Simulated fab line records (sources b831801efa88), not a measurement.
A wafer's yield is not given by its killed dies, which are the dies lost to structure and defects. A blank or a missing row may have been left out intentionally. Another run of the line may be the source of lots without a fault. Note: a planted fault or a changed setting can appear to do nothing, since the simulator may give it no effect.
Chamber matching / flow gf180mcu / 3 sister chambers for GF_V3_CVD_00 on hdpcvd-01
The step deposits SiO2, target thk 600 nm, time 100 s. 16 wafers are shown with their chamber, then 8 later ones without.

== WAFERS PAIRED WITH THEIR CHAMBERS ==
wafer=L546.2; chamber=0; pressure-mtorr (mTorr)=6.000; sih4-flow-sccm (sccm)=59.97
wafer=L546.4; chamber=1; pressure-mtorr (mTorr)=6.006; sih4-flow-sccm (sccm)=60.31
wafer=L546.5; chamber=2; pressure-mtorr (mTorr)=5.985; sih4-flow-sccm (sccm)=60.10
wafer=L547.1; chamber=2; pressure-mtorr (mTorr)=5.997; sih4-flow-sccm (sccm)=60.00
wafer=L547.3; chamber=0; pressure-mtorr (mTorr)=5.989; sih4-flow-sccm (sccm)=60.07
wafer=L547.5; chamber=0; pressure-mtorr (mTorr)=5.980; sih4-flow-sccm (sccm)=60.05
wafer=L558.4; chamber=1; pressure-mtorr (mTorr)=6.003; sih4-flow-sccm (sccm)=60.23
wafer=L558.5; chamber=2; pressure-mtorr (mTorr)=6.014; sih4-flow-sccm (sccm)=59.74
wafer=L558.6; chamber=0; pressure-mtorr (mTorr)=6.009; sih4-flow-sccm (sccm)=60.05
wafer=L560.1; chamber=1; pressure-mtorr (mTorr)=6.031; sih4-flow-sccm (sccm)=60.11
wafer=L560.5; chamber=2; pressure-mtorr (mTorr)=5.989; sih4-flow-sccm (sccm)=60.18
wafer=L560.6; chamber=0; pressure-mtorr (mTorr)=5.997; sih4-flow-sccm (sccm)=60.12
wafer=L562.1; chamber=2; pressure-mtorr (mTorr)=5.991; sih4-flow-sccm (sccm)=59.91
wafer=L562.5; chamber=2; pressure-mtorr (mTorr)=5.996; sih4-flow-sccm (sccm)=59.76
wafer=L562.6; chamber=0; pressure-mtorr (mTorr)=6.007; sih4-flow-sccm (sccm)=60.00
wafer=L565.1; chamber=1; pressure-mtorr (mTorr)=6.008; sih4-flow-sccm (sccm)=59.92

SIGNATURES (averages over the wafers above)
reading=pressure-mtorr; chamber 0=5.99700; chamber 1=6.01200; chamber 2=5.99533; scatter within a chamber=0.0112
reading=sih4-flow-sccm; chamber 0=60.0433; chamber 1=60.1425; chamber 2=59.9483; scatter within a chamber=0.141
Rule: for each reading, subtract the chamber's mean from the wafer's reading, divide by that reading's scatter and square the result; add these up over the readings and take the root, which gives the wafer's distance from the chamber. The wafer belongs to the nearest chamber; if the next one is less than 2 further off, it can't be placed. How the scatter is found: for the shown wafers, subtract from each reading the mean of its chamber, square and add these, divide the total by (wafers less chambers), then take the root.

== WAFERS WITH NO CHAMBER GIVEN ==
wafer=L565.4; pressure-mtorr (mTorr)=5.983; sih4-flow-sccm (sccm)=59.97
wafer=L565.5; pressure-mtorr (mTorr)=5.990; sih4-flow-sccm (sccm)=59.95
wafer=L566.3; pressure-mtorr (mTorr)=6.010; sih4-flow-sccm (sccm)=59.98
wafer=L566.5; pressure-mtorr (mTorr)=6.011; sih4-flow-sccm (sccm)=60.13
wafer=L566.6; pressure-mtorr (mTorr)=6.025; sih4-flow-sccm (sccm)=59.97
wafer=L567.2; pressure-mtorr (mTorr)=6.016; sih4-flow-sccm (sccm)=60.01
wafer=L567.5; pressure-mtorr (mTorr)=5.992; sih4-flow-sccm (sccm)=59.93
wafer=L567.6; pressure-mtorr (mTorr)=6.003; sih4-flow-sccm (sccm)=60.08

== WHICH CHAMBER EACH WENT THROUGH ==
wafer=L565.4; from the rows above=can't be placed: 2 or 0 or 1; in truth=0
wafer=L565.5; from the rows above=can't be placed: 2 or 0 or 1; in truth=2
wafer=L566.3; from the rows above=can't be placed: 1 or 0 or 2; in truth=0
wafer=L566.5; from the rows above=can't be placed: 1 or 0 or 2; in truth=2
wafer=L566.6; from the rows above=can't be placed: 1 or 0 or 2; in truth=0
wafer=L567.2; from the rows above=can't be placed: 1 or 0 or 2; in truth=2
wafer=L567.5; from the rows above=can't be placed: 2 or 0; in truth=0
wafer=L567.6; from the rows above=can't be placed: 0 or 1 or 2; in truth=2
Correct placement for 0 of the 8. Can't be placed from these rows: 8 (the true chamber is among the candidates in 8). Wrongly placed: 0.
